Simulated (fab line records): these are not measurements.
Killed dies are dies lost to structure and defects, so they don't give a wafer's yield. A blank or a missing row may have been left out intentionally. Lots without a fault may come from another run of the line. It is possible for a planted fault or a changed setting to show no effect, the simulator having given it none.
Chamber matching | flow sfqLine | SFQ_TRILAYER_I6_CMP_CMP_166 on cmp-02 has 4 sister chambers
The step polishes SiO2. 14 wafers are shown with their chamber, then 7 later ones without.

## WAFERS WITH THEIR CHAMBER
wafer  | chamber | motorCurrentA (A) | timeToEndpointS (s) | retainingRingPressureFrac
L799.2 | 3       | 11.5              | 213                 | 0.998
L799.5 | 1       | 9.4               | 218                 | 0.999
L799.6 | 0       | 10.5              | 226                 | 0.994
L800.4 | 2       | 8.3               | 221                 | 1.000
L800.1 | 0       | 11.0              | 222                 | 1.011
L800.5 | 3       | 10.8              | 221                 | 0.994
L813.1 | 0       | 10.7              | 225                 | 1.006
L813.2 | 1       | 10.0              | 216                 | 1.004
L813.5 | 0       | 10.2              | 227                 | 1.005
L817.2 | 3       | 11.1              | 208                 | 0.993
L817.5 | 3       | 11.4              | 219                 | 0.997
L817.6 | 0       | 10.5              | 225                 | 1.003
L818.1 | 1       | 9.5               | 222                 | 1.002
L818.3 | 2       | 8.0               | 218                 | 0.998

SIGNATURES (means of the wafers above)
reading                   | chamber 0 | chamber 1 | chamber 2 | chamber 3 | scatter within a chamber
motorCurrentA             | 10.580    | 9.633     | 8.150     | 11.200    | 0.3
timeToEndpointS           | 225.00    | 218.67    | 219.50    | 215.25    | 3.77
retainingRingPressureFrac | 1.00380   | 1.00167   | 0.99900   | 0.99550   | 0.00432
Rule: a wafer lies at a distance from a chamber equal to the root of the sum of squares, over the readings, of (its reading less the chamber's mean, divided by the reading's scatter). The wafer belongs to the nearest chamber; if the next one is less than 2 further off, it can't be placed. The scatter: the root of (the sum of the squares of (reading less its chamber's mean) over the shown wafers, divided by (wafers less chambers)).

## WAFERS WITHOUT THEIR CHAMBER
wafer  | motorCurrentA (A) | timeToEndpointS (s) | retainingRingPressureFrac
L818.5 | 9.9               | 220                 | 1.002
L819.2 | 10.8              | 208                 | 1.014
L819.4 | 9.4               | 213                 | 0.998
L819.6 | 8.2               | 219                 | 0.997
L821.3 | 10.6              | 218                 | 0.997
L821.2 | 7.7               | 215                 | 1.001
L821.5 | 9.8               | 221                 | 0.999

## WHICH CHAMBER EACH WENT THROUGH
wafer  | from the rows above          | in truth
L818.5 | can't be placed: 1 or 0      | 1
L819.2 | can't be placed: 3 or 0 or 1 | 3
L819.4 | 1                            | 1
L819.6 | 2                            | 2
L821.3 | can't be placed: 3 or 0 or 1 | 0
L821.2 | 2                            | 2
L821.5 | can't be placed: 1 or 0      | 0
Correct placement for 3 of the 7. Can't be placed from these rows: 4 (the true chamber is among the candidates in 4). Placed wrongly: 0.
